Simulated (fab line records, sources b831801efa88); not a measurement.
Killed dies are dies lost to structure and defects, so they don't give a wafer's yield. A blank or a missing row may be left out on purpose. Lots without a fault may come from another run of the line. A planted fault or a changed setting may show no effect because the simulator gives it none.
fab line records | flow sky130
record lots=6 wafers=18 last_day=50
route steps=708 shown POLY_CUT@317 SD_P@320 RES_XHIGH@332 SD_N@342 PAD_OPEN@708
lots that met no fault: from a run of the same line without faults
start_h: hours from the record's first day to the start of the lot's first wafer shown | wait_h: hours since the lot's step before | " the same as in the row above | L1.1+2: a row that stands for several wafers | - no value, or no start given | * or withheld: withheld | < > ~ a bound
route shown NAME@n: a module of which the file shows steps, and the number in the route of the first | usual: mean/standard deviation of fault-free wafers | same: alike in all rows | chamber/n: place in a boat | sites: the reading at each site | _std_site: their standard deviation | _edge_site: outer sites' mean less inner sites' | radius_mm: how far each site lies from the wafer's centre | mask NAME#n: copy n | behind: the tool/chamber that last shaped the wafer | hold: why the lot was held/for how many hours/how that ended | device: the transistor (n, p or np) that didn't switch | end of line: the same wafers' tests at the end of the route | a step without rows: its recipe alone | killed: dies lost to structure and defects at the first sort, not the wafer's yield | map: a wafer's dies, x killed, . not, _ none there
set.NAME: the setting as run; set.NAME@STEP: as run at that earlier step | model.NAME: the simulator's own value behind a step, which no gauge read
lots at some steps of the route; a table a step, a row a wafer
services: from which hour (start_h, from the record's first day; less than 0 if before it) a tool's chamber was out of use, for how many hours, and why
## steps
# step SKY_POLY_CUT_ETCH_10
# recipe chemistry=N2/H2 target=BARC ion_energy_ev=200 source_w=500 bias_w=100 pressure_mtorr=30 n2_flow_sccm=100 h2_flow_sccm=200 stop_on=SiO2 time_s=45.9 target_depth_a=600
# usual drypump_motor_current_A=6.0/0.32 n2_flow_sccm=100.0/0.31 oes_product_au=0.855/0.0047 rf_fwd_power_W=494.9/2.2 throttle_valve_pct=13.225/0.0093
# columns lot.wafer tool chamber start_h wait_h drypump_motor_current_A n2_flow_sccm oes_product_au rf_fwd_power_W rf_hours_counter_h throttle_valve_pct
L856.2 rie_diel-04 2 610.91 0.0 5.8 100.2 0.853 495.5 10 13.203
L856.3 " 3 " " 5.7 100.0 0.850 498.0 10 13.229
L856.4 " 0 " " 6.0 99.9 0.851 497.0 10 13.222
L857.2 rie_diel-03 2 616.36 0.0 5.8 100.7 0.863 494.1 1 13.224
L857.3 " 0 " " 6.5 100.4 0.862 497.1 4 13.231
L857.4 " 0 " " 6.6 100.1 0.854 495.5 - 13.214
L858.2 rie_diel-03 2 622.29 0.0 5.8 99.6 0.850 493.8 1 13.224
L858.4 " 2 " " 5.8 99.8 0.863 494.1 - 13.223
L858.5 " 0 " " 6.6 100.1 0.852 497.5 - 13.209
L863.1 rie_diel-03 0 673.70 0.0 6.5 100.0 0.853 497.2 5 13.228
L863.2 " 1 " " 6.4 100.0 0.860 494.5 21 13.242
L863.3 " 3 " " 5.9 99.9 0.852 494.5 1 13.210
L865.2 rie_diel-04 1 673.76 0.0 6.2 99.6 0.860 492.6 8 13.239
L865.3 " 2 " " 5.8 100.0 0.859 496.5 12 13.237
L865.5 " 3 " " 5.7 100.2 0.853 496.1 - 13.218
L874.1 rie_diel-03 0 742.89 0.0 6.5 99.9 0.854 495.1 6 13.240
L874.2 " 2 " " 5.9 99.8 0.855 494.7 3 13.229
L874.5 " 0 " " 6.5 100.2 0.858 494.0 - 13.220
# step SKY_POLY_CUT_ETCH_11
# recipe target=Si3N4 chemistry=CF4/CH2F2/Ar stop_on=poly-Si source_w=600 bias_w=150 pressure_mtorr=40 cf4_flow_sccm=40 ch2f2_flow_sccm=20 Ar_flow_sccm=150 time_s=42.5 target_depth_a=600
# step SKY_POLY_CUT_STRIP_12
# recipe chemistry=O2/N2 power_w=1400 pressure_mtorr=1500 platen_temp_c=withheld o2_flow_sccm=3000 n2_flow_sccm=300 overash_fraction=0.5
# usual drypump_motor_current_A=5.28/0.3 n2_flow_sccm=300.0/0.8 oes_product_au=0.452/0.005 strip_time_to_endpoint_s=5.356/0.017
# columns lot.wafer tool chamber start_h wait_h drypump_motor_current_A n2_flow_sccm oes_product_au rf_hours_counter_h strip_time_to_endpoint_s
L856.2 plasma_asher-04 0 610.99 0.0 5.30 298.7 0.456 19 5.341
L856.3 " 0 " " 5.32 299.9 0.456 - 5.362
L856.4 " 1 " " 5.62 300.0 0.453 - 5.350
L857.2 plasma_asher-01 1 616.45 0.0 5.21 299.0 0.451 45 5.341
L857.3 " 1 " " 5.18 299.6 0.448 - 5.336
L857.4 " 0 " " 5.55 300.2 0.452 - 5.317
L858.2 plasma_asher-04 1 622.42 0.0 5.63 300.1 0.462 19 5.387
L858.4 " 1 " " 5.63 299.7 0.446 - 5.388
L858.5 " 1 " " 5.62 300.2 0.444 - 5.376
L863.1 plasma_asher-03 0 673.79 0.0 4.78 300.9 0.452 99 5.372
L863.2 " 1 " " 5.50 300.9 0.445 99 5.366
L863.3 " 0 " " 4.78 298.9 0.446 - 5.370
L865.2 plasma_asher-04 1 673.84 0.0 5.64 301.1 0.453 25 5.369
L865.3 " 0 " " 5.29 301.2 0.452 - 5.374
L865.5 " 0 " " 5.27 300.8 0.456 - 5.402
L874.1 plasma_asher-03 1 742.98 0.0 5.49 299.9 0.450 0 5.344
L874.2 " 0 " " 4.78 301.0 0.460 0 5.353
L874.5 " 1 " " 5.50 299.9 0.445 - 5.346
# step SKY_SD_P_DEHYDRATE_00
# recipe temp_c=200 time_s=60
# step SKY_SD_P_HMDS_01
# recipe prime_time_s=60 prime_temp_c=120
# step SKY_SD_P_COAT_02
# recipe resist=NOVOLAK spin_rpm=3000 resist_thk_nm=1140
# step SKY_SD_P_SOFTBAKE_03
# recipe temp_c=90 time_s=60 resist=NOVOLAK
# step SKY_SD_P_EXPOSE_04
# recipe mask_id=PSDM na=0.6 source_shape=conventional sigma_outer=0.6 polarization=unpolarized target_cd_nm=380 dose_mj=138
# step SKY_SD_P_PEB_05
# recipe temp_c=withheld time_s=* resist=NOVOLAK
# step SKY_SD_P_DEVELOP_06
# recipe resist=NOVOLAK developer=TMAH develop_time_s=62.08 dev_temp_c=23
# step SKY_SD_P_CD_MEAS_07
# recipe target_cd_nm=380
# usual cd_nm=380.4/2.2
# columns lot.wafer tool chamber start_h wait_h cd_nm
L856.2 cd_sem-01 - 640.31 0.1 380.8
L856.3 " - " " 384.6
L856.4 " - " " 383.9
L857.2 cd_sem-02 - 644.26 0.1 383.0
L857.3 " - " " 381.6
L857.4 " - " " 383.5
L858.2 cd_sem-02 - 648.56 0.1 381.3
L858.4 " - " " 381.1
L858.5 " - " " 381.0
L863.1 cd_sem-02 - 701.64 0.1 382.3
L863.2 " - " " 384.1
L863.3 " - " " 381.6
L865.2 cd_sem-02 - 701.96 0.1 379.7
L865.3 " - " " 379.3
L865.5 " - " " 380.3
L874.1 cd_sem-02 - 770.34 0.1 379.9
L874.2 " - " " 379.5
L874.5 " - " " 380.1
# step SKY_SD_P_OVL_MEAS_08
# usual SD_P_OVL=-0.1/1.4
# columns lot.wafer tool chamber start_h wait_h SD_P_OVL[nm]
L856.2 overlay-02 - 640.41 0.1 -1.0
L856.3 " - " " -0.1
L856.4 " - " " 2.0
L857.2 overlay-01 - 644.36 0.1 -0.4
L857.3 " - " " -0.5
L857.4 " - " " -1.9
L858.2 overlay-02 - 648.66 0.1 -0.5
L858.4 " - " " 1.0
L858.5 " - " " 0.6
L863.1 overlay-02 - 701.76 0.1 -1.9
L863.2 " - " " -2.5
L863.3 " - " " -0.9
L865.2 overlay-02 - 702.06 0.1 0.6
L865.3 " - " " 1.0
L865.5 " - " " 2.0
L874.1 overlay-01 - 770.46 0.1 -1.1
L874.2 " - " " -0.8
L874.5 " - " " -0.1
# step SKY_SD_P_IMPLANT_09
# recipe species=BF2 energy_kev=20 dose_cm2=3e+15 tilt_deg=0
# usual faraday_current_uA=11394/830
# columns lot.wafer tool chamber start_h wait_h faraday_current_uA
L856.2 implanter-03 0 640.47 0.0 11395
L856.3 " 0 " " 10915
L856.4 " 0 " " 11185
L857.2 implanter-03 0 644.42 0.0 11156
L857.3 " 0 " " 11025
L857.4 " 0 " " 11047
L858.2 implanter-01 0 648.74 0.1 10254
L858.4 " 0 " " 10672
L858.5 " 0 " " 10264
L863.1 implanter-04 0 701.79 0.0 12072
L863.2 " 0 " " 12270
L863.3 " 0 " " 11953
L865.2 implanter-04 0 702.12 0.0 12448
L865.3 " 0 " " 12287
L865.5 " 0 " " 11922
L874.1 implanter-04 0 770.49 0.0 12125
L874.2 " 0 " " 12132
L874.5 " 0 " " 12249
# step SKY_SD_P_STRIP_10
# recipe chemistry=O2/N2 power_w=1400 pressure_mtorr=1500 platen_temp_c=withheld o2_flow_sccm=3000 n2_flow_sccm=300 overash_fraction=0.5
# usual drypump_motor_current_A=5.7/0.44 n2_flow_sccm=300.0/0.91 oes_product_au=0.617/0.0047 strip_time_to_endpoint_s=17.49/0.034
# columns lot.wafer tool chamber start_h wait_h drypump_motor_current_A n2_flow_sccm oes_product_au rf_hours_counter_h strip_time_to_endpoint_s
L856.2 plasma_asher-03 1 640.59 0.1 5.5 299.8 0.618 95 17.49
L856.3 " 1 " " 5.5 299.4 0.628 - 17.51
L856.4 " 0 " " 4.8 299.0 0.623 - 17.51
L857.2 plasma_asher-04 0 644.54 0.1 5.3 300.0 0.618 22 17.41
L857.3 " 1 " " 5.6 301.7 0.616 - 17.46
L857.4 " 0 " " 5.3 298.6 0.621 - 17.45
L858.2 plasma_asher-03 1 648.99 0.2 5.5 299.6 0.623 96 17.49
L858.4 " 0 " " 4.8 301.0 0.622 - 17.50
L858.5 " 0 " " 4.8 301.2 0.616 - 17.52
L863.1 plasma_asher-02 1 701.94 0.1 6.1 299.9 0.622 92 17.42
L863.2 " 0 " " 6.0 300.2 0.617 92 17.41
L863.3 " 1 " " 6.1 299.2 0.620 - 17.42
L865.2 plasma_asher-02 1 702.24 0.1 6.2 300.8 0.626 92 17.37
L865.3 " 0 " " 6.0 300.7 0.624 - 17.39
L865.5 " 1 " " 6.1 300.4 0.606 - 17.33
L874.1 plasma_asher-02 0 770.64 0.1 6.0 299.7 0.610 101 17.51
L874.2 " 1 " " 6.1 300.3 0.613 101 17.50
L874.5 " 1 " " 6.1 299.7 0.612 - 17.50
# step SKY_SD_P_TW_MEAS_11
# usual SD_P_TW=2825/36
# columns lot.wafer tool chamber start_h wait_h SD_P_TW
L856.2 film_metro-03 - 640.70 0.1 2829
L856.3 " - " " 2833
L856.4 " - " " 2829
L857.2 film_metro-04 - 644.65 0.1 2869
L857.3 " - " " 2868
L857.4 " - " " 2856
L858.2 film_metro-02 - 649.10 0.1 2765
L858.4 " - " " 2762
L858.5 " - " " 2777
L863.1 film_metro-04 - 702.04 0.1 2835
L863.2 " - " " 2831
L863.3 " - " " 2834
L865.2 film_metro-02 - 702.35 0.1 2763
L865.3 " - " " 2773
L865.5 " - " " 2771
L874.1 film_metro-02 - 770.74 0.1 2762
L874.2 " - " " 2767
L874.5 " - " " 2766
# step SKY_RES_XHIGH_DEHYDRATE_00
# recipe temp_c=200 time_s=60
# step SKY_RES_XHIGH_HMDS_01
# recipe prime_time_s=60 prime_temp_c=120
# step SKY_RES_XHIGH_COAT_02
# recipe resist=NOVOLAK spin_rpm=3000 resist_thk_nm=1140
# step SKY_RES_XHIGH_SOFTBAKE_03
# recipe temp_c=90 time_s=60 resist=NOVOLAK
# step SKY_RES_XHIGH_EXPOSE_04
# recipe mask_id=URPM na=0.6 source_shape=conventional sigma_outer=0.6 polarization=unpolarized target_cd_nm=1270 dose_mj=140
# step SKY_RES_XHIGH_PEB_05
# recipe temp_c=withheld time_s=* resist=NOVOLAK
# step SKY_RES_XHIGH_DEVELOP_06
# recipe resist=NOVOLAK developer=TMAH develop_time_s=60 dev_temp_c=23
# step SKY_RES_XHIGH_IMPLANT_07
# recipe species=BF2 energy_kev=20 dose_cm2=3.6e+14 tilt_deg=0
# step SKY_RES_XHIGH_STRIP_08
# recipe chemistry=O2/N2 power_w=1400 pressure_mtorr=1500 platen_temp_c=withheld o2_flow_sccm=3000 n2_flow_sccm=300 overash_fraction=0.5
# usual drypump_motor_current_A=5.6/0.42 n2_flow_sccm=299.9/0.88 oes_product_au=0.710/0.0048 strip_time_to_endpoint_s=14.29/0.035
# columns lot.wafer tool chamber start_h wait_h drypump_motor_current_A n2_flow_sccm oes_product_au rf_hours_counter_h strip_time_to_endpoint_s
L856.2 plasma_asher-02 1 669.16 0.1 6.1 300.0 0.711 89 14.29
L856.3 " 1 " " 6.1 297.8 0.710 - 14.27
L856.4 " 0 " " 6.0 300.5 0.713 - 14.22
L857.2 plasma_asher-01 1 673.34 0.1 5.2 299.1 0.705 50 14.23
L857.3 " 1 " " 5.2 299.2 0.696 - 14.24
L857.4 " 0 " " 5.5 298.7 0.718 - 14.23
L858.2 plasma_asher-03 1 677.74 0.1 5.5 299.2 0.713 99 14.34
L858.4 " 0 " " 4.8 301.0 0.708 - 14.28
L858.5 " 0 " " 4.8 300.9 0.711 - 14.35
L863.1 plasma_asher-01 0 730.15 0.1 5.5 299.0 0.712 57 14.31
L863.2 " 1 " " 5.2 299.8 0.709 57 14.33
L863.3 " 1 " " 5.2 300.9 0.714 - 14.24
L865.2 plasma_asher-01 0 730.41 0.1 5.5 298.8 0.714 57 14.28
L865.3 " 0 " " 5.5 298.2 0.702 - 14.28
L865.5 " 0 " " 5.5 299.7 0.705 - 14.29
L874.1 plasma_asher-02 1 797.46 0.1 6.1 299.5 0.707 103 14.27
L874.2 " 0 " " 6.0 299.7 0.715 103 14.26
L874.5 " 0 " " 6.0 300.0 0.710 - 14.31
# step SKY_RES_XHIGH_TW_MEAS_09
# usual RES_XHIGH_TW=1640/18
# columns lot.wafer tool chamber start_h wait_h RES_XHIGH_TW
L856.2 film_metro-03 - 669.27 0.1 1642
L856.3 " - " " 1650
L856.4 " - " " 1656
L857.2 film_metro-02 - 673.45 0.1 1620
L857.3 " - " " 1624
L857.4 " - " " 1622
L858.2 film_metro-04 - 677.85 0.1 1655
L858.4 " - " " 1653
L858.5 " - " " 1653
L863.1 film_metro-04 - 730.25 0.1 1637
L863.2 " - " " 1644
L863.3 " - " " 1642
L865.2 film_metro-04 - 730.52 0.1 1644
L865.3 " - " " 1642
L865.5 " - " " 1647
L874.1 film_metro-04 - 797.56 0.1 1652
L874.2 " - " " 1657
L874.5 " - " " 1650
# step SKY_SD_N_DEHYDRATE_00
# recipe temp_c=200 time_s=60
# step SKY_SD_N_HMDS_01
# recipe prime_time_s=60 prime_temp_c=120
# step SKY_SD_N_COAT_02
# recipe resist=NOVOLAK spin_rpm=3000 resist_thk_nm=1140
# step SKY_SD_N_SOFTBAKE_03
# recipe temp_c=90 time_s=60 resist=NOVOLAK
# step SKY_SD_N_EXPOSE_04
# recipe mask_id=NSDM na=0.6 source_shape=conventional sigma_outer=0.6 polarization=unpolarized target_cd_nm=380 dose_mj=141
# step SKY_SD_N_PEB_05
# recipe temp_c=withheld time_s=* resist=NOVOLAK
# step SKY_SD_N_DEVELOP_06
# recipe resist=NOVOLAK developer=TMAH develop_time_s=60 dev_temp_c=23
# step SKY_SD_N_CD_MEAS_07
# recipe target_cd_nm=380
# usual cd_nm=379.8/2.1
# columns lot.wafer tool chamber start_h wait_h cd_nm
L856.2 cd_sem-01 - 698.16 0.1 377.7
L856.3 " - " " 377.3
L856.4 " - " " 379.5
L857.2 cd_sem-02 - 701.31 0.1 382.6
L857.3 " - " " 381.3
L857.4 " - " " 381.6
L858.2 cd_sem-02 - 704.98 0.1 379.4
L858.4 " - " " 383.3
L858.5 " - " " 380.3
L863.1 cd_sem-01 - 757.81 0.1 376.9
L863.2 " - " " 379.8
L863.3 " - " " 377.1
L865.2 cd_sem-02 - 758.13 0.1 379.3
L865.3 " - " " 380.7
L865.5 " - " " 382.0
L874.1 cd_sem-01 - 823.49 0.1 381.8
L874.2 " - " " 381.0
L874.5 " - " " 382.9
# step SKY_SD_N_OVL_MEAS_08
# usual SD_N_OVL=-0.8/1.2
# columns lot.wafer tool chamber start_h wait_h SD_N_OVL[nm]
L856.2 overlay-01 - 698.26 0.1 -1.8
L856.3 " - " " -2.3
L856.4 " - " " -0.4
L857.2 overlay-02 - 701.41 0.1 1.2
L857.3 " - " " 0.7
L857.4 " - " " 0.5
L858.2 overlay-02 - 705.08 0.1 0.0
L858.4 " - " " -1.3
L858.5 " - " " -0.3
L863.1 overlay-02 - 757.93 0.1 -0.4
L863.2 " - " " 0.2
L863.3 " - " " -0.4
L865.2 overlay-01 - 758.23 0.1 -1.4
L865.3 " - " " 0.7
L865.5 " - " " 1.7
L874.1 overlay-01 - 823.61 0.1 -1.0
L874.2 " - " " -0.9
L874.5 " - " " -0.1
# step SKY_SD_N_IMPLANT_09
# recipe species=As energy_kev=50 dose_cm2=4e+15 tilt_deg=0
# step SKY_SD_N_IMPLANT_10
# recipe species=P energy_kev=20.2 dose_cm2=1e+14 tilt_deg=0
# step SKY_SD_N_STRIP_11
# recipe chemistry=O2/N2 power_w=1400 pressure_mtorr=1500 platen_temp_c=withheld o2_flow_sccm=3000 n2_flow_sccm=300 overash_fraction=0.5
# usual drypump_motor_current_A=5.7/0.36 n2_flow_sccm=299.9/0.88 oes_product_au=0.528/0.0046 strip_time_to_endpoint_s=22.57/0.036
# columns lot.wafer tool chamber start_h wait_h drypump_motor_current_A n2_flow_sccm oes_product_au rf_hours_counter_h strip_time_to_endpoint_s
L856.2 plasma_asher-04 0 698.59 0.1 5.3 300.1 0.531 27 22.56
L856.3 " 0 " " 5.3 298.7 0.523 - 22.65
L856.4 " 1 " " 5.6 299.4 0.519 - 22.53
L857.2 plasma_asher-01 0 701.74 0.1 5.5 301.1 0.532 53 22.55
L857.3 " 1 " " 5.2 300.5 0.528 - 22.53
L857.4 " 0 " " 5.5 300.6 0.532 - 22.58
L858.2 plasma_asher-02 0 705.41 0.1 6.0 300.5 0.519 93 22.61
L858.4 " 0 " " 6.0 300.5 0.526 - 22.58
L858.5 " 0 " " 6.0 301.5 0.531 - 22.58
L863.1 plasma_asher-02 0 758.26 0.1 6.0 298.7 0.523 99 22.60
L863.2 " 1 " " 6.1 299.9 0.519 99 22.61
L863.3 " 0 " " 6.0 299.1 0.532 - 22.61
L865.2 plasma_asher-04 0 758.56 0.1 5.3 301.6 0.528 32 22.57
L865.3 " 0 " " 5.3 299.9 0.527 - 22.53
L865.5 " 0 " " 5.3 300.4 0.526 - 22.54
L874.1 plasma_asher-02 0 823.94 0.1 6.0 301.3 0.526 107 22.58
L874.2 " 1 " " 6.1 298.8 0.525 107 22.60
L874.5 " 0 " " 6.0 300.2 0.522 - 22.59
# step SKY_SD_N_TW_MEAS_12
# usual SD_N_TW=3985/50
# columns lot.wafer tool chamber start_h wait_h SD_N_TW
L856.2 film_metro-04 - 698.70 0.1 4041
L856.3 " - " " 4014
L856.4 " - " " 4030
L857.2 film_metro-04 - 701.85 0.1 4047
L857.3 " - " " 4024
L857.4 " - " " 4029
L858.2 film_metro-04 - 705.52 0.1 4035
L858.4 " - " " 4031
L858.5 " - " " 4034
L863.1 film_metro-02 - 758.36 0.1 3956
L863.2 " - " " 3931
L863.3 " - " " 3956
L865.2 film_metro-02 - 758.67 0.1 3927
L865.3 " - " " 3929
L865.5 " - " " 3927
L874.1 film_metro-02 - 824.04 0.1 3908
L874.2 " - " " 3898
L874.5 " - " " 3921
# step SKY_SD_N_CLEAN_13
# recipe chemistry=SC1/SC2 mix=1:4:20 temp_c=70 time_s=150 dry=n2_spin
# step SKY_SD_N_RTA_14
# recipe temp_c=1075 time_s=2 idle_temp_c=650 ramp_up_c_per_s=150 ramp_down_c_per_s=90 ambient=N2
# step SKY_SD_N_RS_MEAS_16
# recipe thk_meas_gauge=four-point-probe
# usual SD_N_RS=68.54/0.13
# columns lot.wafer tool chamber start_h wait_h SD_N_RS[ohm/sq]
L856.2 film_metro-02 - 699.00 0.1 68.67
L856.3 " - " " 68.76
L856.4 " - " " 68.76
L857.2 film_metro-03 - 702.15 0.1 68.62
L857.3 " - " " 68.67
L857.4 " - " " 68.68
L858.2 film_metro-04 - 705.82 0.1 68.65
L858.4 " - " " 68.58
L858.5 " - " " 68.51
L863.1 film_metro-04 - 758.65 0.1 68.54
L863.2 " - " " 68.49
L863.3 " - " " 68.49
L865.2 film_metro-02 - 758.97 0.1 68.60
L865.3 " - " " 68.33
L865.5 " - " " 68.52
L874.1 film_metro-04 - 824.33 0.1 68.36
L874.2 " - " " 68.27
L874.5 " - " " 68.28
# step SKY_PAD_OPEN_PROBE_99
# usual killed_at_M0_to_M3=44/7.5 killed_at_M4_up=3.3/1.8 killed_at_contacts=25/5.9 killed_at_front_end=16/4.7 killed_at_other=0.3/0.52 killed_dies=89/9.9 killed_on_rim=18/3.9 killed_open=49/7.8 killed_short=40/5.8
# same gross_dies=492 killed_at_back_side=0
# columns lot.wafer tool chamber start_h wait_h killed_at_M0_to_M3 killed_at_M4_up killed_at_contacts killed_at_front_end killed_at_other killed_dies killed_on_rim killed_open killed_short model.etest.res_high_po.rs_ohm_sq_range model.etest.res_pdiff.rs_ohm_sq_range model.etest.pfet_01v8.drive_ua_um_range
L856.2 prober-01 - 1112.97 0.1 48 1 34 16 0 99 17 60 39 11.76 8.821 8.047
L856.3 prober-01 - 1113.02 0.2 43 2 41 13 0 99 21 57 42 12.1 8.501 6.095
L856.4 prober-01 - 1113.07 0.2 48 5 28 18 0 99 16 52 46 7.768 6.832 7.062
L857.2 prober-02 - 1116.12 0.1 44 3 20 10 0 77 13 41 34 13.32 8.995 9.543
L857.3 prober-02 - 1116.17 0.2 66 2 22 12 0 102 25 55 47 15.7 8.89 13.87
L857.4 prober-02 - 1116.22 0.2 48 3 21 10 1 83 15 47 36 18.21 9.399 10.84
L858.2 prober-01 - 1119.80 0.1 41 5 17 21 0 84 19 44 39 9.21 5.608 9.446
L858.4 prober-01 - 1119.90 0.2 47 1 26 15 0 89 19 50 39 5.753 4.103 5.608
L858.5 prober-01 - 1119.95 0.2 48 2 20 16 0 86 17 52 34 8.998 3.728 7.096
L863.1 prober-02 - 1155.66 0.1 41 4 23 16 0 84 19 41 43 54.27 17.78 9.459
L863.2 prober-02 - 1155.71 0.1 46 7 23 17 0 93 21 51 42 59.27 20.46 9.444
L863.3 prober-02 - 1155.76 0.2 38 3 29 30 1 101 20 61 39 56.36 21.16 9.695
L865.2 prober-02 - 1158.00 0.1 42 2 26 14 1 85 18 42 43 57.33 16.77 8.967
L865.3 prober-02 - 1158.05 0.2 31 3 24 16 1 75 16 36 39 54.94 20.58 8.175
L865.5 prober-02 - 1158.15 0.2 40 1 22 17 0 80 16 39 41 54.38 17.69 5.746
L874.1 prober-01 - 1197.64 0.1 41 0 32 11 1 85 15 44 41 9.504 8.527 7.431
L874.2 prober-01 - 1197.69 0.1 35 2 13 20 0 70 12 39 30 4.76 4.382 10.62
L874.5 prober-01 - 1197.84 0.2 40 6 20 12 0 78 12 44 34 8.828 6.214 5.588
# killed by level:class
L856.2 VIA1:geometric_particle:open=16 CONTACT:geometric_particle:open=11 LI_CONTACT:geometric_particle:open=8 CONTACT:geometric_particle:short=8 VIA2:geometric_particle:open=8 METAL3:geometric_particle:short=7 POLY_GATE:geometric_particle:open=6 VIA3:geometric_particle:open=5
L856.3 LI_CONTACT:geometric_particle:open=13 CONTACT:geometric_particle:open=13 VIA1:geometric_particle:open=10 VIA3:geometric_particle:open=8 LI_CONTACT:geometric_particle:short=5 VIA1:geometric_particle:short=5 POLY_GATE:geometric_particle:short=4 LOCAL_INTERCONNECT:geometric_particle:short=4
L856.4 LI_CONTACT:geometric_particle:open=9 POLY_GATE:geometric_particle:short=7 CONTACT:geometric_particle:open=7 VIA1:geometric_particle:open=7 VIA2:geometric_particle:open=7 CONTACT:geometric_particle:short=6 VIA3:geometric_particle:open=6 VIA2:geometric_particle:short=6
L857.2 VIA1:geometric_particle:open=12 LI_CONTACT:geometric_particle:open=7 VIA2:geometric_particle:open=6 VIA3:geometric_particle:open=6 LOCAL_INTERCONNECT:geometric_particle:short=5 VIA3:geometric_particle:short=5 METAL1:geometric_particle:short=4 POLY_GATE:geometric_particle:short=3
L857.3 VIA2:geometric_particle:open=11 VIA1:geometric_particle:open=10 VIA3:geometric_particle:open=9 METAL2:geometric_particle:short=9 LI_CONTACT:geometric_particle:open=8 METAL3:geometric_particle:short=7 CONTACT:geometric_particle:open=7 METAL1:geometric_particle:short=6
L857.4 VIA1:geometric_particle:open=14 VIA2:geometric_particle:open=10 CONTACT:geometric_particle:open=8 CONTACT:geometric_particle:short=6 POLY_GATE:geometric_particle:short=5 VIA1:geometric_particle:short=5 METAL2:geometric_particle:short=4 VIA3:geometric_particle:short=4
L858.2 VIA1:geometric_particle:open=16 FIELD_ISO:geometric_particle:short=10 METAL1:geometric_particle:short=7 VIA3:geometric_particle:open=7 LI_CONTACT:geometric_particle:open=6 FIELD_ISO:geometric_particle:open=5 CONTACT:geometric_particle:short=4 CONTACT:geometric_particle:open=4
L858.4 FIELD_ISO:geometric_particle:open=7 VIA2:geometric_particle:open=7 LOCAL_INTERCONNECT:geometric_particle:short=7 METAL2:geometric_particle:short=7 LI_CONTACT:geometric_particle:open=6 CONTACT:geometric_particle:open=6 METAL1:geometric_particle:short=6 VIA3:geometric_particle:open=6
L858.5 CONTACT:geometric_particle:open=12 VIA1:geometric_particle:open=9 METAL2:geometric_particle:short=8 FIELD_ISO:geometric_particle:open=7 VIA3:geometric_particle:open=7 VIA2:geometric_particle:open=7 VIA1:geometric_particle:short=6 POLY_GATE:geometric_particle:open=4
L863.1 VIA3:geometric_particle:open=9 CONTACT:geometric_particle:open=7 FIELD_ISO:geometric_particle:short=6 CONTACT:geometric_particle:short=6 VIA2:geometric_particle:short=6 VIA1:geometric_particle:open=5 VIA1:geometric_particle:short=5 VIA2:geometric_particle:open=5
L863.2 LI_CONTACT:geometric_particle:open=14 VIA3:geometric_particle:open=8 METAL2:geometric_particle:short=7 FIELD_ISO:geometric_particle:open=6 METAL1:geometric_particle:short=6 METAL4:geometric_particle:short=5 CONTACT:geometric_particle:short=4 METAL1:geometric_particle:open=4
L863.3 VIA1:geometric_particle:open=12 CONTACT:geometric_particle:open=11 POLY_GATE:geometric_particle:open=9 FIELD_ISO:geometric_particle:open=8 LI_CONTACT:geometric_particle:open=6 VIA2:geometric_particle:open=6 FIELD_ISO:geometric_particle:short=5 CONTACT:geometric_particle:short=5
L865.2 CONTACT:geometric_particle:open=12 METAL2:geometric_particle:short=9 VIA1:geometric_particle:open=6 METAL3:geometric_particle:short=6 VIA3:geometric_particle:open=6 LI_CONTACT:geometric_particle:open=5 CONTACT:geometric_particle:short=5 METAL1:geometric_particle:short=4
L865.3 CONTACT:geometric_particle:open=7 LOCAL_INTERCONNECT:geometric_particle:short=6 VIA1:geometric_particle:open=6 VIA3:geometric_particle:open=6 FIELD_ISO:geometric_particle:short=5 LI_CONTACT:geometric_particle:open=5 VIA3:geometric_particle:short=5 FIELD_ISO:geometric_particle:open=4
L865.5 LI_CONTACT:geometric_particle:open=9 VIA1:geometric_particle:open=7 METAL1:geometric_particle:short=7 LOCAL_INTERCONNECT:geometric_particle:short=6 VIA1:geometric_particle:short=6 VIA2:geometric_particle:open=6 FIELD_ISO:geometric_particle:short=5 METAL3:geometric_particle:short=5
L874.1 CONTACT:geometric_particle:short=12 CONTACT:geometric_particle:open=11 VIA1:geometric_particle:open=8 VIA3:geometric_particle:open=8 LI_CONTACT:geometric_particle:open=6 METAL1:geometric_particle:short=6 POLY_GATE:geometric_particle:short=5 METAL2:geometric_particle:short=5
L874.2 VIA1:geometric_particle:open=12 FIELD_ISO:geometric_particle:open=6 FIELD_ISO:geometric_particle:short=6 LI_CONTACT:geometric_particle:open=6 VIA1:geometric_particle:short=5 METAL2:geometric_particle:short=4 VIA3:geometric_particle:open=4 METAL1:geometric_particle:short=3
L874.5 VIA2:geometric_particle:open=7 VIA1:geometric_particle:open=6 LI_CONTACT:geometric_particle:open=6 VIA3:geometric_particle:open=6 CONTACT:geometric_particle:short=5 METAL2:geometric_particle:short=5 LOCAL_INTERCONNECT:geometric_particle:short=4 CONTACT:geometric_particle:open=4
## services
# columns tool chamber start_h hours kind
rie_diel-03 1 590.22 7.8 repair
implanter-04 - 591.74 7.8 pm
rie_diel-04 - 596.56 2.8 pm
rie_diel-04 3 612.09 41.9 repair
rie_diel-03 0 613.05 1.8 repair
rie_diel-03 3 613.89 10.2 repair
rie_diel-04 0 616.73 3.7 repair
rie_diel-03 1 619.83 28.2 repair
implanter-04 - 624.28 4.2 pm
implanter-04 - 646.66 6.2 pm
rie_diel-04 - 664.50 2.4 repair
plasma_asher-02 - 680.40 2.8 pm
rie_diel-03 2 690.21 6.0 repair
implanter-03 - 691.05 3.7 pm
plasma_asher-04 - 700.29 14.6 pm
rie_diel-03 2 711.56 4.1 repair
plasma_asher-03 - 718.22 13.1 repair
implanter-04 - 720.41 3.2 repair
rie_diel-03 - 731.14 0.6 repair
plasma_asher-03 - 733.75 9.0 pm
rie_diel-03 0 748.83 2.0 repair
plasma_asher-02 - 757.55 0.7 repair
plasma_asher-01 - 810.50 2.8 pm
plasma_asher-03 - 810.69 14.6 pm
## key
first_sign none at tools or gauges
model_effect step=SKY_PAD_OPEN_PROBE_99 value=etest.res_high_po.rs_ohm_sq_range without=7.675 struck=56.09
met_at SKY_SD_P_IMPLANT_09
struck_wafers L863.1,L863.2,L863.3,L865.2,L865.3,L865.5
tester_left_out L863,L865
also_fits SKY_RES_XHIGH_STRIP_08:plasma_asher-01
fault kind=process_parameter_drift tool=implanter-04 chamber=- onset_h=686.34 steps=SKY_SD_P_IMPLANT_09 channel=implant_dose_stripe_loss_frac offset=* shape=step end_h=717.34
# tester_left_out: of these lots the tester's yield and bins aren't shown, on N5 and GAA mostly nor the transistor test; their killed dies are dies lost to structure and defects alone, not to doping, threshold or leakage, so they don't give the yield
